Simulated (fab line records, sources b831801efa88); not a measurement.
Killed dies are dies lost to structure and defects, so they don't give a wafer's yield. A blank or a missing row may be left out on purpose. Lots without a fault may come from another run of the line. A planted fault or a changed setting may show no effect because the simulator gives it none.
fab line records | flow sky130
record lots=6 wafers=18 last_day=49
route steps=708 shown METAL1@440 PAD_OPEN@708
lots that met no fault: from a run of the same line without faults
start_h: hours from the record's first day to the start of the lot's first wafer shown | wait_h: hours since the lot's step before | " the same as in the row above | L1.1+2: a row that stands for several wafers | - no value, or no start given | * or withheld: withheld | < > ~ a bound
route shown NAME@n: a module of which the file shows steps, and the number in the route of the first | usual: mean/standard deviation of fault-free wafers | same: alike in all rows | chamber/n: place in a boat | sites: the reading at each site | _std_site: their standard deviation | _edge_site: outer sites' mean less inner sites' | radius_mm: how far each site lies from the wafer's centre | mask NAME#n: copy n | behind: the tool/chamber that last shaped the wafer | hold: why the lot was held/for how many hours/how that ended | device: the transistor (n, p or np) that didn't switch | end of line: the same wafers' tests at the end of the route | a step without rows: its recipe alone | killed: dies lost to structure and defects at the first sort, not the wafer's yield | map: a wafer's dies, x killed, . not, _ none there
set.NAME: the setting as run; set.NAME@STEP: as run at that earlier step | model.NAME: the simulator's own value behind a step, which no gauge read
lots at some steps of the route; a table a step, a row a wafer
services: from which hour (start_h, from the record's first day; less than 0 if before it) a tool's chamber was out of use, for how many hours, and why
## steps
# step SKY_METAL1_THK_MEAS_06
# recipe thk_meas_gauge=xrf reads=AlCu_of_METAL1_SPUTTER_02
# usual METAL1_ALCU_THK=248.6/2.8
# columns lot.wafer tool chamber start_h wait_h METAL1_ALCU_THK[nm]
L286.2 film_metro-04 - 738.82 0.1 246.0
L286.4 " - " " 245.5
L286.5 " - " " 248.2
L293.1 film_metro-04 - 807.00 0.1 247.3
L293.2 " - " " 248.6
L293.4 " - " " 246.7
L295.1 film_metro-04 - 812.37 0.1 249.5
L295.2 " - " " 248.3
L295.5 " - " " 251.3
L302.2 film_metro-04 - 864.79 0.1 247.8
L302.3 " - " " 246.9
L302.5 " - " " 244.1
L303.2 film_metro-04 - 865.65 0.1 248.4
L303.3 " - " " 249.9
L303.4 " - " " 250.4
L304.1 film_metro-04 - 869.35 0.1 246.6
L304.2 " - " " 249.8
L304.3 " - " " 247.0
# step SKY_METAL1_DEHYDRATE_07
# recipe temp_c=200 time_s=60
# step SKY_METAL1_HMDS_08
# recipe prime_time_s=60 prime_temp_c=120
# step SKY_METAL1_COAT_09
# recipe resist=BARC temp_c=withheld time_s=withheld spin_rpm=3000 resist_thk_nm=60
# step SKY_METAL1_COAT_10
# recipe resist=KrF-thick spin_rpm=3000 resist_thk_nm=450
# step SKY_METAL1_SOFTBAKE_11
# recipe temp_c=101.1 time_s=90 resist=KrF-thick
# step SKY_METAL1_EXPOSE_12
# recipe mask_id=MM1 na=0.8 source_shape=annular sigma_inner=0.55 sigma_outer=0.85 target_cd_nm=140 dose_mj=28
# step SKY_METAL1_PEB_13
# recipe peb_temp_c=withheld peb_time_s=withheld resist=KrF-thick
# step SKY_METAL1_DEVELOP_14
# recipe develop_time_s=60 resist=KrF-thick dev_temp_c=21
# step SKY_METAL1_CD_MEAS_15
# recipe target_cd_nm=140
# usual cd_nm=139.4/1.6
# columns lot.wafer tool chamber start_h wait_h cd_nm
L286.2 cd_sem-01 - 765.35 - 139.3
L286.4 " - " " 139.6
L286.5 " - " " 138.3
L293.1 cd_sem-02 - 833.38 - 141.5
L293.2 " - " " 140.8
L293.4 " - " " 140.4
L295.1 cd_sem-01 - 838.73 - 141.8
L295.2 " - " " 140.8
L295.5 " - " " 141.2
L302.2 cd_sem-02 - 890.31 - 136.6
L302.3 " - " " 137.7
L302.5 " - " " 137.3
L303.2 cd_sem-02 - 891.01 - 137.7
L303.3 " - " " 139.9
L303.4 " - " " 138.8
L304.1 cd_sem-02 - 894.54 - 137.8
L304.2 " - " " 136.3
L304.3 " - " " 136.9
# step SKY_METAL1_OVL_MEAS_16
# usual METAL1_OVL=1/6
# columns lot.wafer tool chamber start_h wait_h METAL1_OVL[nm]
L286.2 overlay-02 - 765.46 0.1 9
L286.4 " - " " 10
L286.5 " - " " 5
L293.1 overlay-02 - 833.50 0.1 -6
L293.2 " - " " -3
L293.4 " - " " -11
L295.1 overlay-02 - 838.85 0.1 -2
L295.2 " - " " 3
L295.5 " - " " 7
L302.2 overlay-01 - 890.41 0.1 -9
L302.3 " - " " -11
L302.5 " - " " -9
L303.2 overlay-01 - 891.11 0.1 -1
L303.3 " - " " -1
L303.4 " - " " 1
L304.1 overlay-02 - 894.66 0.1 -1
L304.2 " - " " 7
L304.3 " - " " -2
# step SKY_METAL1_DESCUM_17
# recipe chemistry=O2 source_power_w=150 bias_power_w=0 pressure_mtorr=10 temp_c=40 time_s=8
# usual drypump_motor_current_A=5.73/0.3 he_backside_leak_sccm=3.41/0.21 oes_product_au=0.996/0.0083
# columns lot.wafer tool chamber start_h wait_h drypump_motor_current_A he_backside_leak_sccm oes_product_au rf_hours_counter_h
L286.2 rie_metal-01 1 765.49 0.0 5.56 3.34 0.990 6
L286.4 " 1 " " 5.54 3.33 0.994 -
L286.5 " 0 " " 5.38 3.16 0.993 -
L293.1 rie_metal-01 1 833.54 0.0 5.59 3.36 0.997 9
L293.2 " 0 " " 5.38 3.11 1.016 13
L293.4 " 1 " " 5.57 3.44 0.997 -
L295.1 rie_metal-02 1 838.89 0.0 6.30 3.42 0.988 7
L295.2 " 0 " " 6.01 3.84 0.990 8
L295.5 " 0 " " 6.02 3.61 0.999 -
L302.2 rie_metal-02 0 890.44 0.0 5.99 3.71 0.999 11
L302.3 " 0 " " 5.99 3.60 1.000 -
L302.5 " 1 " " 6.31 3.47 0.995 -
L303.2 rie_metal-01 1 891.14 0.0 5.59 3.26 0.988 11
L303.3 " 0 " " 5.38 3.17 0.996 -
L303.4 " 1 " " 5.55 3.19 1.003 -
L304.1 rie_metal-02 0 894.69 0.0 6.02 3.46 0.993 11
L304.2 " 1 " " 6.28 3.49 0.988 10
L304.3 " 0 " " 6.01 3.51 1.003 -
# step SKY_METAL1_ETCH_18
# recipe chemistry=N2/H2 target=BARC ion_energy_ev=200 bias_w=100 pressure_mtorr=30 n2_flow_sccm=100 h2_flow_sccm=200 icp_w=500 stop_on=SiO2 time_s=45.9 target_depth_a=600
# usual drypump_motor_current_A=5.74/0.3 he_backside_leak_sccm=3.41/0.21 oes_product_au=0.855/0.0043 run_length_s=73.9/0.34 throttle_valve_pct=13.225/0.0094
# columns lot.wafer tool chamber start_h wait_h drypump_motor_current_A he_backside_leak_sccm oes_product_au rf_hours_counter_h run_length_s throttle_valve_pct model.KrF-thick_of_METAL1_COAT_10.thk_nm model.METAL1.cd_nm
L286.2 rie_metal-01 1 765.52 0.0 5.60 3.28 0.852 6 74.3 13.218 393.3 139.3
L286.4 " 1 " " 5.59 3.37 0.846 - 74.0 13.240 393.6 139.3
L286.5 " 0 " " 5.39 3.11 0.855 - 73.7 13.228 392.9 139.3
L293.1 rie_metal-01 1 833.57 0.0 5.60 3.28 0.855 9 73.9 13.229 390.5 140.8
L293.2 " 0 " " 5.39 3.28 0.854 13 73.5 13.226 389.9 140.6
L293.4 " 1 " " 5.60 3.37 0.848 - 74.4 13.220 391.4 138.9
L295.1 rie_metal-02 1 838.92 0.0 6.29 3.36 0.860 7 74.5 13.211 393.5 141.2
L295.2 " 0 " " 6.02 3.61 0.855 8 73.8 13.208 393.7 140
L295.5 " 0 " " 5.99 3.68 0.857 - 74.0 13.236 394.7 140.6
L302.2 rie_metal-02 0 890.47 0.0 6.02 3.55 0.853 11 74.4 13.230 393.9 135.8
L302.3 " 0 " " 5.98 3.60 0.853 - 74.0 13.236 392.8 137.1
L302.5 " 1 " " 6.30 3.50 0.659 - 106.5 13.202 364 130.4
L303.2 rie_metal-01 1 891.18 0.0 5.59 3.34 0.856 11 74.1 13.241 392.6 137.4
L303.3 " 0 " " 5.35 3.09 0.850 - 73.6 13.235 391.9 139.6
L303.4 " 1 " " 5.58 3.29 0.850 - 74.2 13.220 393.1 139.2
L304.1 rie_metal-02 0 894.73 0.0 6.01 3.46 0.854 11 74.0 13.220 392.3 138.1
L304.2 " 1 " " 6.30 3.41 0.661 10 106.4 13.206 363.5 129.8
L304.3 " 0 " " 6.01 3.68 0.854 - 74.3 13.211 392.7 137.2
# step SKY_METAL1_METAL_ETCH_19
# recipe target_depth_a=3600 stop_on=SiO2 over_etch_frac=0.3 time_s=78 chemistry=Cl2/BCl3 resist_sidewall_deg=88 pressure_mtorr=10 icp_w=900 bias_w=48.5 Cl2_flow_sccm=60 bcl3_flow_sccm=30
# usual drypump_motor_current_A=5.7/0.3 he_backside_leak_sccm=3.39/0.26 oes_product_au=0.855/0.0053 run_length_s=106.0/0.37 throttle_valve_pct=22.265/0.0089
# columns lot.wafer tool chamber start_h wait_h drypump_motor_current_A he_backside_leak_sccm oes_product_au rf_hours_counter_h run_length_s throttle_valve_pct model.KrF-thick_of_METAL1_COAT_10.thk_nm model.METAL1.cd_nm
L286.2 rie_metal-01 1 765.58 0.0 5.6 3.20 0.851 6 105.9 22.272 163 141.8
L286.4 " 1 " " 5.6 3.22 0.861 - 106.0 22.252 159.9 142.3
L286.5 " 0 " " 5.4 3.07 0.848 - 105.7 22.252 160.9 138.5
L293.1 rie_metal-01 1 833.63 0.0 5.6 3.41 0.852 9 105.9 22.246 157.5 142.2
L293.2 " 0 " " 5.4 3.08 0.862 13 105.4 22.276 153.2 140.7
L293.4 " 1 " " 5.6 3.25 0.861 - 106.0 22.265 158.2 139.9
L295.1 rie_metal-02 1 838.98 0.0 6.3 3.41 0.862 7 106.4 22.265 162.1 140
L295.2 " 0 " " 6.0 3.47 0.858 8 106.2 22.267 161.1 141.9
L295.5 " 0 " " 6.0 3.59 0.859 - 106.5 22.256 164.4 142.1
L302.2 rie_metal-02 0 890.54 0.0 6.0 3.65 0.853 11 106.8 22.255 160.8 135.5
L302.3 " 0 " " 6.0 3.99 0.852 - 106.3 22.272 158.8 136.5
L302.5 " 1 " " 6.3 3.33 0.853 - 106.6 22.264 133.3 128
L303.2 rie_metal-01 1 891.24 0.0 5.6 3.28 0.846 11 106.1 22.261 161.8 136.3
L303.3 " 0 " " 5.4 3.08 0.854 - 105.6 22.265 156.6 137.9
L303.4 " 1 " " 5.6 3.40 0.845 - 106.4 22.248 159.1 139
L304.1 rie_metal-02 0 894.79 0.0 6.0 3.42 0.852 11 106.0 22.248 158.7 138.1
L304.2 " 1 " " 6.3 3.22 0.850 10 106.4 22.262 133.7 129.4
L304.3 " 0 " " 6.0 3.76 0.847 - 106.1 22.275 159.4 137.7
# step SKY_METAL1_STRIP_20
# recipe chemistry=O2/N2 power_w=1400 pressure_mtorr=1500 platen_temp_c=withheld o2_flow_sccm=3000 n2_flow_sccm=300 overash_fraction=0.5
# usual drypump_motor_current_A=5.8/0.33 oes_product_au=0.343/0.0049 strip_time_to_endpoint_s=2.71/0.033
# columns lot.wafer tool chamber start_h wait_h drypump_motor_current_A oes_product_au rf_hours_counter_h strip_time_to_endpoint_s
L286.2 plasma_asher-02 0 765.67 0.1 5.6 0.354 33 2.76
L286.4 " 1 " " 5.8 0.343 - 2.71
L286.5 " 0 " " 5.6 0.342 - 2.70
L293.1 plasma_asher-01 1 833.72 0.1 6.1 0.343 73 2.68
L293.2 " 0 " " 5.5 0.345 73 2.64
L293.4 " 0 " " 5.5 0.335 - 2.69
L295.1 plasma_asher-02 1 839.07 0.1 5.8 0.343 41 2.74
L295.2 " 0 " " 5.6 0.343 41 2.71
L295.5 " 1 " " 5.9 0.346 - 2.77
L302.2 plasma_asher-03 0 890.63 0.1 5.2 0.341 106 2.72
L302.3 " 1 " " 6.3 0.339 - 2.69
L302.5 " 1 " " 6.3 0.327 - 2.42
L303.2 plasma_asher-03 0 891.33 0.1 5.2 0.345 106 2.72
L303.3 " 1 " " 6.3 0.341 - 2.68
L303.4 " 0 " " 5.2 0.339 - 2.70
L304.1 plasma_asher-01 0 894.88 0.1 5.5 0.337 80 2.69
L304.2 " 1 " " 6.1 0.337 80 2.42
L304.3 " 1 " " 6.2 0.341 - 2.70
# step SKY_METAL1_STRIP_21
# recipe chemistry=post_etch_residue_remover time_s=1200 temp_c=72.5
# step SKY_PAD_OPEN_PROBE_99
# usual defect_limited_yield=82.6/1.9 killed_at_M0_to_M3=43/7.7 killed_at_M4_up=2.9/1.7 killed_at_contacts=24/5.5 killed_at_front_end=15/4 killed_at_other=0.4/0.66 killed_dies=86/9.4 killed_open=47/6.7 killed_short=38/6.2 sort_bin_3_pad_short=0.8/0.42 sort_bin_5_function=10.3/1.5 sort_bin_6_memory=6.4/1.1 sort_n_pass=406/9.4 sort_yield_pct=82.6/1.9
# same gross_dies=492 killed_at_back_side=0 sort_bin_4_leakage[%]=0 sort_bin_8_speed[%]=0
# columns lot.wafer tool chamber start_h wait_h defect_limited_yield[%] killed_at_M0_to_M3 killed_at_M4_up killed_at_contacts killed_at_front_end killed_at_other killed_dies killed_open killed_short sort_bin_3_pad_short[%] sort_bin_5_function[%] sort_bin_6_memory[%] sort_n_pass sort_yield_pct[%] model.etest.met1.width_nm model.etest.met1.line_ohm_um
L286.2 prober-02 - 1074.36 0.1 82.7 53 3 19 10 0 85 50 35 0 11.6 5.7 407 82.7 140.9 0.911
L286.4 prober-02 - 1074.46 0.2 80.9 53 3 24 14 0 94 50 43 1.2 10.6 7.3 398 80.9 143.5 0.899
L286.5 prober-02 - 1074.51 0.2 80.1 51 2 31 14 0 98 51 47 1.0 11.6 7.3 394 80.1 136.1 0.942
L293.1 prober-01 - 1130.45 0.1 80.3 51 5 28 12 1 97 54 40 0.8 12.8 6.1 395 80.3 145.6 0.8894
L293.2 prober-01 - 1130.50 0.1 82.5 42 2 24 18 0 86 48 33 1.4 11.0 5.1 406 82.5 138.9 0.9081
L293.4 prober-01 - 1130.60 0.2 78.9 56 6 24 17 1 104 47 55 0.2 12.4 8.5 388 78.9 138.5 0.9258
L295.1 prober-01 - 1133.22 0.1 82.3 40 2 28 16 1 87 45 42 0.8 9.3 7.5 405 82.3 139.6 0.9044
L295.2 prober-01 - 1133.27 0.1 81.7 45 5 17 22 1 90 50 40 1.2 11.8 5.3 402 81.7 142.5 0.8951
L295.5 prober-01 - 1133.42 0.2 81.7 52 6 22 10 0 90 50 40 0.4 10.4 7.5 402 81.7 142.8 0.8947
L302.2 prober-02 - 1169.66 0.1 82.9 37 2 25 19 1 84 50 34 0.4 10.8 5.9 408 82.9 133.7 0.9764
L302.3 prober-02 - 1169.71 0.2 79.3 46 4 30 22 0 102 61 39 0.8 12.8 7.1 390 79.3 138 0.9312
L302.5 prober-02 - 1169.81 0.2 84.6 38 0 19 19 0 76 45 31 0.2 9.3 5.9 416 84.6 127 1.023
L303.2 prober-01 - 1170.55 0.1 84.1 32 2 28 15 1 78 44 34 0.4 7.3 8.1 414 84.1 139.5 0.9278
L303.3 prober-01 - 1170.60 0.2 80.3 35 3 38 20 1 97 55 41 0.4 10.0 9.3 395 80.3 136.5 0.944
L303.4 prober-01 - 1170.65 0.2 85.2 34 2 25 12 0 73 40 33 0.6 10.2 4.1 419 85.2 137.3 0.9377
L304.1 prober-02 - 1172.45 0.1 82.5 43 1 29 13 0 86 48 38 0.8 10.2 6.5 406 82.5 137.5 0.9339
L304.2 prober-02 - 1172.50 0.1 83.3 48 2 21 10 1 82 46 35 0.6 11.0 5.1 410 83.3 126.2 1.015
L304.3 prober-02 - 1172.55 0.2 81.7 60 1 15 12 2 90 45 44 0.4 9.6 8.3 402 81.7 135.6 0.9399
# killed by level:class
L286.2 VIA1:geometric_particle:open=15 CONTACT:geometric_particle:open=11 VIA3:geometric_particle:open=9 METAL2:geometric_particle:short=8 METAL1:geometric_particle:short=5 CONTACT:geometric_particle:short=4 VIA1:geometric_particle:short=4 VIA2:geometric_particle:open=4
L286.4 VIA1:geometric_particle:open=18 LI_CONTACT:geometric_particle:open=11 VIA1:geometric_particle:short=9 CONTACT:geometric_particle:open=7 METAL2:geometric_particle:short=5 FIELD_ISO:geometric_particle:short=4 POLY_GATE:geometric_particle:short=4 METAL3:geometric_particle:short=4
L286.5 CONTACT:geometric_particle:short=10 LI_CONTACT:geometric_particle:open=9 CONTACT:geometric_particle:open=8 VIA1:geometric_particle:short=8 VIA1:geometric_particle:open=7 METAL2:geometric_particle:short=7 FIELD_ISO:geometric_particle:open=5 METAL1:geometric_particle:short=5
L293.1 CONTACT:geometric_particle:open=13 VIA1:geometric_particle:open=12 VIA1:geometric_particle:short=11 LI_CONTACT:geometric_particle:open=7 FIELD_ISO:geometric_particle:open=6 VIA2:geometric_particle:open=6 LI_CONTACT:geometric_particle:short=5 METAL2:geometric_particle:short=4
L293.2 CONTACT:geometric_particle:open=11 VIA1:geometric_particle:open=10 FIELD_ISO:geometric_particle:open=7 METAL1:geometric_particle:short=7 LI_CONTACT:geometric_particle:open=5 VIA2:geometric_particle:open=5 LI_CONTACT:geometric_particle:short=4 VIA1:geometric_particle:short=4
L293.4 VIA1:geometric_particle:open=13 VIA1:geometric_particle:short=11 FIELD_ISO:geometric_particle:short=9 LI_CONTACT:geometric_particle:open=7 METAL2:geometric_particle:short=7 CONTACT:geometric_particle:open=6 VIA3:geometric_particle:open=6 FIELD_ISO:geometric_particle:open=5
L295.1 VIA1:geometric_particle:open=11 CONTACT:geometric_particle:open=9 CONTACT:geometric_particle:short=7 VIA1:geometric_particle:short=6 FIELD_ISO:geometric_particle:short=5 LOCAL_INTERCONNECT:geometric_particle:short=5 METAL3:geometric_particle:short=5 VIA3:geometric_particle:open=5
L295.2 VIA1:geometric_particle:open=10 VIA2:geometric_particle:open=7 POLY_GATE:geometric_particle:open=6 CONTACT:geometric_particle:open=6 METAL1:geometric_particle:short=6 FIELD_ISO:geometric_particle:short=5 LI_CONTACT:geometric_particle:open=5 METAL2:geometric_particle:short=5
L295.5 VIA1:geometric_particle:open=16 VIA2:geometric_particle:open=11 METAL2:geometric_particle:short=8 CONTACT:geometric_particle:open=7 LOCAL_INTERCONNECT:geometric_particle:short=5 METAL4:geometric_particle:short=5 VIA1:geometric_particle:short=5 FIELD_ISO:geometric_particle:short=4
L302.2 CONTACT:geometric_particle:open=13 LI_CONTACT:geometric_particle:open=9 METAL1:geometric_particle:short=7 VIA1:geometric_particle:open=6 FIELD_ISO:geometric_particle:open=4 POLY_GATE:geometric_particle:short=4 VIA2:geometric_particle:open=4 VIA3:geometric_particle:short=4
L302.3 LI_CONTACT:geometric_particle:open=11 CONTACT:geometric_particle:open=11 VIA1:geometric_particle:open=9 FIELD_ISO:geometric_particle:open=8 FIELD_ISO:geometric_particle:short=7 METAL1:geometric_particle:short=7 VIA2:geometric_particle:open=6 CONTACT:geometric_particle:short=5
L302.5 VIA1:geometric_particle:open=10 METAL1:geometric_particle:short=9 LI_CONTACT:geometric_particle:open=7 FIELD_ISO:geometric_particle:open=6 CONTACT:geometric_particle:open=6 FIELD_ISO:geometric_particle:short=5 VIA3:geometric_particle:open=5 VIA2:geometric_particle:open=4
L303.2 CONTACT:geometric_particle:open=9 LI_CONTACT:geometric_particle:open=8 VIA2:geometric_particle:open=7 POLY_GATE:geometric_particle:open=5 CONTACT:geometric_particle:short=5 VIA3:geometric_particle:open=5 FIELD_ISO:geometric_particle:short=4 METAL1:geometric_particle:short=4
L303.3 CONTACT:geometric_particle:open=18 VIA1:geometric_particle:short=7 CONTACT:geometric_particle:short=6 VIA1:geometric_particle:open=6 POLY_GATE:geometric_particle:open=5 LI_CONTACT:geometric_particle:open=5 LOCAL_INTERCONNECT:geometric_particle:short=5 VIA3:geometric_particle:open=5
L303.4 CONTACT:geometric_particle:open=12 VIA1:geometric_particle:open=7 VIA1:geometric_particle:short=5 POLY_GATE:geometric_particle:short=4 LI_CONTACT:geometric_particle:open=4 CONTACT:geometric_particle:short=4 METAL2:geometric_particle:short=4 POLY_GATE:geometric_particle:open=3
L304.1 VIA1:geometric_particle:open=14 LI_CONTACT:geometric_particle:open=10 CONTACT:geometric_particle:short=8 CONTACT:geometric_particle:open=6 VIA2:geometric_particle:open=6 FIELD_ISO:geometric_particle:open=5 METAL2:geometric_particle:short=5 POLY_GATE:geometric_particle:short=4
L304.2 VIA1:geometric_particle:open=16 VIA1:geometric_particle:short=7 LI_CONTACT:geometric_particle:open=6 CONTACT:geometric_particle:open=6 METAL1:geometric_particle:short=5 METAL2:geometric_particle:short=5 VIA2:geometric_particle:open=4 VIA3:geometric_particle:short=4
L304.3 VIA2:geometric_particle:open=10 METAL2:geometric_particle:short=8 VIA3:geometric_particle:open=7 METAL1:geometric_particle:short=7 VIA1:geometric_particle:short=6 CONTACT:geometric_particle:open=6 VIA1:geometric_particle:open=6 POLY_GATE:geometric_particle:short=5
## services
# columns tool chamber start_h hours kind
rie_metal-01 - 746.08 1.4 repair
rie_metal-02 - 781.38 0.8 repair
plasma_asher-03 - 806.16 5.3 repair
plasma_asher-01 - 806.53 1.7 repair
plasma_asher-01 - 829.82 1.7 repair
plasma_asher-01 - 853.71 1.0 repair
rie_metal-01 - 865.29 0.3 repair
plasma_asher-03 - 867.08 1.1 repair
plasma_asher-02 - 883.94 7.5 repair
rie_metal-01 - 891.33 2.8 pm
## key
first_sign step=SKY_METAL1_ETCH_18 reading=run_length_s direction=up sigmas=96 usual=* struck=*
effect step=SKY_METAL1_ETCH_18 reading=oes_product_au direction=down sigmas=45 usual=0.855 struck=0.660
effect step=SKY_METAL1_STRIP_20 reading=strip_time_to_endpoint_s direction=down sigmas=8.8 usual=* struck=*
model_effect step=SKY_METAL1_ETCH_18 value=KrF-thick_of_METAL1_COAT_10.thk_nm without=393.7 struck=363.8
model_effect step=SKY_METAL1_METAL_ETCH_19 value=KrF-thick_of_METAL1_COAT_10.thk_nm without=163.4 struck=133.5
model_effect step=SKY_PAD_OPEN_PROBE_99 value=etest.met1.width_nm without=132.7 struck=126.6
met_at SKY_METAL1_ETCH_18
struck_wafers L302.5,L304.2
onset_between 838.92 890.47
fault kind=process_parameter_drift tool=rie_metal-02 chamber=1 onset_h=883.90 steps=SKY_METAL1_ETCH_18 channel=time_s offset=* shape=step end_h=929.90 acts_in=* stated=*
